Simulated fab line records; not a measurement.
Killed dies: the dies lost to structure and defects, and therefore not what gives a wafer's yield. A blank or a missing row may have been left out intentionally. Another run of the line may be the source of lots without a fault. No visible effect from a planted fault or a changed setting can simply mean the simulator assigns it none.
Which of the tools did it? / flow gf180mcu / 36 wafers from 12 lots sampled at 6 of the route's 602 steps

## WHAT THE GAUGES SHOWED, per wafer
GF_HV_LDD_CD_MEAS_46 targets a cd of 400 nm. Usual: cd_nm reads 400.1 nm (standard deviation 2.1).
lot=L744; measured=day 13 02:35; on=cd_sem-02; cd_nm (nm)=396.9 397.0 395.3; flag=
lot=L745; measured=day 13 18:07; on=cd_sem-02; cd_nm (nm)=400.3 403.3 402.5; flag=
lot=L748; measured=day 14 15:11; on=cd_sem-02; cd_nm (nm)=399.7 401.4 402.1; flag=
lot=L751; measured=day 15 10:52; on=cd_sem-02; cd_nm (nm)=402.4 401.4 400.2; flag=
lot=L750; measured=day 15 11:41; on=cd_sem-01; cd_nm (nm)=402.6 402.6 401.8; flag=
lot=L752; measured=day 15 21:31; on=cd_sem-02; cd_nm (nm)=402.6 401.3 401.2; flag=
lot=L753; measured=day 16 05:55; on=cd_sem-02; cd_nm (nm)=401.1 401.0 398.1; flag=
lot=L754; measured=day 16 07:19; on=cd_sem-01; cd_nm (nm)=403.3 400.1 399.8; flag=
lot=L755; measured=day 16 18:04; on=cd_sem-01; cd_nm (nm)=- - -; flag=OFF
lot=L763; measured=day 19 04:49; on=cd_sem-02; cd_nm (nm)=397.8 400.3 399.4; flag=
lot=L764; measured=day 19 14:31; on=cd_sem-02; cd_nm (nm)=395.9 396.6 398.6; flag=
lot=L765; measured=day 20 02:46; on=cd_sem-01; cd_nm (nm)=400.1 402.0 402.6; flag=

GF_HV_LDD_TW_MEAS_50. Usual: for HV_LDD_4_TW the level is 568.3 and the standard deviation is 2.5.
lot=L744; measured=day 13 02:59; on=film_metro-01; HV_LDD_4_TW=569.8 567.2 564.1; flag=
lot=L745; measured=day 13 18:31; on=film_metro-03; HV_LDD_4_TW=574.1 568.3 568.5; flag=
lot=L748; measured=day 14 15:35; on=film_metro-03; HV_LDD_4_TW=564.4 564.8 568.3; flag=
lot=L751; measured=day 15 11:16; on=film_metro-01; HV_LDD_4_TW=568.7 569.1 571.2; flag=
lot=L750; measured=day 15 12:05; on=film_metro-04; HV_LDD_4_TW=569.2 567.5 570.7; flag=
lot=L752; measured=day 15 21:56; on=film_metro-01; HV_LDD_4_TW=568.1 566.3 568.8; flag=
lot=L753; measured=day 16 06:19; on=film_metro-04; HV_LDD_4_TW=565.6 567.5 567.0; flag=
lot=L754; measured=day 16 07:43; on=film_metro-04; HV_LDD_4_TW=566.1 566.4 568.9; flag=
lot=L755; measured=day 16 18:29; on=film_metro-04; HV_LDD_4_TW=30.1 29.9 30.1; flag=OFF
lot=L763; measured=day 19 05:11; on=film_metro-03; HV_LDD_4_TW=567.1 569.6 571.0; flag=
lot=L764; measured=day 19 14:56; on=film_metro-03; HV_LDD_4_TW=569.4 569.0 569.4; flag=
lot=L765; measured=day 20 03:11; on=film_metro-01; HV_LDD_4_TW=570.5 564.8 565.3; flag=

GF_PSD_TW_MEAS_11. Usual: for PSD_TW the level is 3180 and the standard deviation is 16.
lot=L744; measured=day 15 00:20; on=film_metro-02; PSD_TW=3194 3201 3193; flag=
lot=L745; measured=day 15 18:17; on=film_metro-02; PSD_TW=3206 3209 3213; flag=
lot=L748; measured=day 16 15:17; on=film_metro-03; PSD_TW=3175 3163 3173; flag=
lot=L751; measured=day 17 10:37; on=film_metro-01; PSD_TW=3175 3175 3178; flag=
lot=L750; measured=day 17 12:29; on=film_metro-02; PSD_TW=3206 3226 3201; flag=
lot=L752; measured=day 17 23:23; on=film_metro-03; PSD_TW=3174 3180 3166; flag=
lot=L753; measured=day 18 06:32; on=film_metro-03; PSD_TW=3175 3197 3183; flag=
lot=L754; measured=day 18 08:19; on=film_metro-03; PSD_TW=3185 3176 3164; flag=
lot=L763; measured=day 21 08:29; on=film_metro-03; PSD_TW=3166 3168 3168; flag=
lot=L764; measured=day 21 18:07; on=film_metro-02; PSD_TW=3177 3159 3176; flag=
lot=L765; measured=day 22 05:58; on=film_metro-01; PSD_TW=3184 3187 3173; flag=

## WHAT TOOL EACH LOT RAN ON (gives the tool, then ch and the chambers of the sampled wafers, and finally the start)
lot=L744; GF_HV_LDD_EXPOSE_43=iline_stepper-01 ch 0, day 12 17:10; GF_HV_LDD_RTA_52=rtp_anneal-02 ch 0, day 13 03:06; GF_HV_LDD_ETCHBACK_58=rie_diel-03 ch 0,2,3, day 13 06:40
lot=L745; GF_HV_LDD_EXPOSE_43=iline_stepper-02 ch 0, day 13 08:20; GF_HV_LDD_RTA_52=rtp_anneal-02 ch 0, day 13 18:38; GF_HV_LDD_ETCHBACK_58=rie_diel-02 ch 0,1, day 13 23:20
lot=L748; GF_HV_LDD_EXPOSE_43=iline_stepper-02 ch 0, day 14 04:38; GF_HV_LDD_RTA_52=rtp_anneal-01 ch 0, day 14 15:42; GF_HV_LDD_ETCHBACK_58=rie_diel-03 ch 2,3, day 14 18:26
lot=L751; GF_HV_LDD_EXPOSE_43=iline_stepper-02 ch 0, day 15 00:35; GF_HV_LDD_RTA_52=rtp_anneal-02 ch 0, day 15 11:23; GF_HV_LDD_ETCHBACK_58=rie_diel-02 ch 0,3, day 15 14:08
lot=L750; GF_HV_LDD_EXPOSE_43=iline_stepper-02 ch 0, day 15 01:05; GF_HV_LDD_RTA_52=rtp_anneal-01 ch 0, day 15 12:12; GF_HV_LDD_ETCHBACK_58=rie_diel-04 ch 0,1,3, day 15 15:08
lot=L752; GF_HV_LDD_EXPOSE_43=iline_stepper-02 ch 0, day 15 10:58; GF_HV_LDD_RTA_52=rtp_anneal-02 ch 0, day 15 22:02; GF_HV_LDD_ETCHBACK_58=rie_diel-04 ch 0,3, day 16 00:47
lot=L753; GF_HV_LDD_EXPOSE_43=iline_stepper-02 ch 0, day 15 19:34; GF_HV_LDD_RTA_52=rtp_anneal-01 ch 0, day 16 06:26; GF_HV_LDD_ETCHBACK_58=rie_diel-04 ch 0,1,3, day 16 09:16
lot=L754; GF_HV_LDD_EXPOSE_43=iline_stepper-02 ch 0, day 15 20:56; GF_HV_LDD_RTA_52=rtp_anneal-02 ch 0, day 16 07:50; GF_HV_LDD_ETCHBACK_58=rie_diel-04 ch 1,2,3, day 16 11:08
lot=L755; GF_HV_LDD_EXPOSE_43=iline_stepper-02 ch 0, day 16 06:26; GF_HV_LDD_RTA_52=rtp_anneal-01 ch 0, day 16 18:35; GF_HV_LDD_ETCHBACK_58=rie_diel-02 ch 0,1,2, day 16 21:20
lot=L763; GF_HV_LDD_EXPOSE_43=iline_stepper-02 ch 0, day 18 17:25; GF_HV_LDD_RTA_52=rtp_anneal-02 ch 0, day 19 05:19; GF_HV_LDD_ETCHBACK_58=rie_diel-02 ch 0,1,3, day 19 08:02
lot=L764; GF_HV_LDD_EXPOSE_43=iline_stepper-01 ch 0, day 19 02:48; GF_HV_LDD_RTA_52=rtp_anneal-01 ch 0, day 19 15:02; GF_HV_LDD_ETCHBACK_58=rie_diel-04 ch 0,1,2, day 19 17:47
lot=L765; GF_HV_LDD_EXPOSE_43=iline_stepper-02 ch 0, day 19 14:44; GF_HV_LDD_RTA_52=rtp_anneal-02 ch 0, day 20 03:17; GF_HV_LDD_ETCHBACK_58=rie_diel-04 ch 0,1,3, day 20 06:03
- GF_HV_LDD_EXPOSE_43: exposes mask Pplus HV AREA, target cd 400 nm.
- GF_HV_LDD_RTA_52: time 10 s.
- GF_HV_LDD_ETCHBACK_58: etches Si3N4 in CH3F/O2, stops on SiO2, time 100 s, target depth 90 nm.

## AS READ BY THE TOOLS THEMSELVES (means over the sampled wafers that have a number; for cases with no such wafer, the mark the record gives instead)
GF_HV_LDD_EXPOSE_43. Usual: exposure_dose_mJ_cm2 reads 140.02 (standard deviation 0.13).
lot=L744 tool=iline_stepper-01 exposure_dose_mJ_cm2=139.86 flag=
lot=L745 tool=iline_stepper-02 exposure_dose_mJ_cm2=139.94 flag=
lot=L748 tool=iline_stepper-02 exposure_dose_mJ_cm2=140.01 flag=
lot=L751 tool=iline_stepper-02 exposure_dose_mJ_cm2=140.15 flag=
lot=L750 tool=iline_stepper-02 exposure_dose_mJ_cm2=140.10 flag=
lot=L752 tool=iline_stepper-02 exposure_dose_mJ_cm2=139.95 flag=
lot=L753 tool=iline_stepper-02 exposure_dose_mJ_cm2=140.07 flag=
lot=L754 tool=iline_stepper-02 exposure_dose_mJ_cm2=139.94 flag=
lot=L755 tool=iline_stepper-02 exposure_dose_mJ_cm2=140.11 flag=
lot=L763 tool=iline_stepper-02 exposure_dose_mJ_cm2=140.03 flag=
lot=L764 tool=iline_stepper-01 exposure_dose_mJ_cm2=140.19 flag=
lot=L765 tool=iline_stepper-02 exposure_dose_mJ_cm2=140.04 flag=

GF_HV_LDD_RTA_52. Usual: anneal_temp_c_max 1004.2, standard deviation 0.84; lamp_power_pct 37 %, standard deviation 3.8; wafer_temp_C_max 1008.7, standard deviation 1.7.
lot=L744; tool=rtp_anneal-02; anneal_temp_c_max=1002.7; lamp_power_pct (%)=32; wafer_temp_C_max=1008.4; flag=
lot=L745; tool=rtp_anneal-02; anneal_temp_c_max=1004.3; lamp_power_pct (%)=32; wafer_temp_C_max=1010.9; flag=
lot=L748; tool=rtp_anneal-01; anneal_temp_c_max=1005.5; lamp_power_pct (%)=40; wafer_temp_C_max=1010.6; flag=
lot=L751; tool=rtp_anneal-02; anneal_temp_c_max=1003.8; lamp_power_pct (%)=32; wafer_temp_C_max=1008.3; flag=
lot=L750; tool=rtp_anneal-01; anneal_temp_c_max=1004.7; lamp_power_pct (%)=40; wafer_temp_C_max=1008.3; flag=
lot=L752; tool=rtp_anneal-02; anneal_temp_c_max=1004.2; lamp_power_pct (%)=32; wafer_temp_C_max=1007.3; flag=
lot=L753; tool=rtp_anneal-01; anneal_temp_c_max=1005.1; lamp_power_pct (%)=40; wafer_temp_C_max=1009.7; flag=
lot=L754; tool=rtp_anneal-02; anneal_temp_c_max=1004.6; lamp_power_pct (%)=32; wafer_temp_C_max=1008.9; flag=
lot=L755; tool=rtp_anneal-01; anneal_temp_c_max=1004.5; lamp_power_pct (%)=40; wafer_temp_C_max=1009.5; flag=
lot=L763; tool=rtp_anneal-02; anneal_temp_c_max=1005.3; lamp_power_pct (%)=32; wafer_temp_C_max=1008.8; flag=
lot=L764; tool=rtp_anneal-01; anneal_temp_c_max=1004.6; lamp_power_pct (%)=40; wafer_temp_C_max=1007.5; flag=
lot=L765; tool=rtp_anneal-02; anneal_temp_c_max=1003.5; lamp_power_pct (%)=32; wafer_temp_C_max=1007.7; flag=

GF_HV_LDD_ETCHBACK_58. Usual: drypump_motor_current_A 5.6 A, standard deviation 0.48; oes_product_au 0.846 a.u., standard deviation 0.0062; throttle_valve_pct 10.562 %, standard deviation 0.0095.
lot=L744; tool=rie_diel-03; drypump_motor_current_A (A)=5.8; oes_product_au (a.u.)=0.845; throttle_valve_pct (%)=10.550; flag=
lot=L745; tool=rie_diel-02; drypump_motor_current_A (A)=6.1; oes_product_au (a.u.)=0.840; throttle_valve_pct (%)=10.558; flag=
lot=L748; tool=rie_diel-03; drypump_motor_current_A (A)=5.9; oes_product_au (a.u.)=0.848; throttle_valve_pct (%)=10.574; flag=
lot=L751; tool=rie_diel-02; drypump_motor_current_A (A)=5.8; oes_product_au (a.u.)=0.846; throttle_valve_pct (%)=10.579; flag=
lot=L750; tool=rie_diel-04; drypump_motor_current_A (A)=5.5; oes_product_au (a.u.)=0.841; throttle_valve_pct (%)=10.558; flag=
lot=L752; tool=rie_diel-04; drypump_motor_current_A (A)=5.2; oes_product_au (a.u.)=0.852; throttle_valve_pct (%)=10.566; flag=
lot=L753; tool=rie_diel-04; drypump_motor_current_A (A)=5.6; oes_product_au (a.u.)=0.845; throttle_valve_pct (%)=10.553; flag=
lot=L754; tool=rie_diel-04; drypump_motor_current_A (A)=5.4; oes_product_au (a.u.)=0.848; throttle_valve_pct (%)=10.560; flag=
lot=L755; tool=rie_diel-02; drypump_motor_current_A (A)=6.0; oes_product_au (a.u.)=0.849; throttle_valve_pct (%)=10.560; flag=
lot=L763; tool=rie_diel-02; drypump_motor_current_A (A)=6.0; oes_product_au (a.u.)=0.843; throttle_valve_pct (%)=10.556; flag=
lot=L764; tool=rie_diel-04; drypump_motor_current_A (A)=5.4; oes_product_au (a.u.)=0.838; throttle_valve_pct (%)=10.570; flag=
lot=L765; tool=rie_diel-04; drypump_motor_current_A (A)=5.5; oes_product_au (a.u.)=0.847; throttle_valve_pct (%)=10.575; flag=

## THE ANSWER, worked out from the rows above alone
Rule: take the mean of a lot's wafers that have a number; if it is more than 3 standard deviations from the usual mean, the lot is off. A lot without any number at a reading at which 4 lots or more have one is off too. Any other lot the step has rows for is counted as sound. The gauges are gone through in route order, then the tools' own readings, and for those a lot's mean is taken as printed above. At the first step where some lot is off, the reading lying furthest off is the one used; lots without a number count as furthest.
Off: L755, at GF_HV_LDD_CD_MEAS_46 (cd_nm). Without a number there: L755.
A tool fits if, at a process step before that reading, it ran every lot that is off, and no sound lot after the first of them. The gauges at GF_HV_LDD_CD_MEAS_46 aren't tried: what is off there is off at GF_HV_LDD_TW_MEAS_50 too, on other tools, and a gauge's error can't cause that. No candidate that was tried fits.

## WHAT WAS PUT IN BY THE SIMULATOR
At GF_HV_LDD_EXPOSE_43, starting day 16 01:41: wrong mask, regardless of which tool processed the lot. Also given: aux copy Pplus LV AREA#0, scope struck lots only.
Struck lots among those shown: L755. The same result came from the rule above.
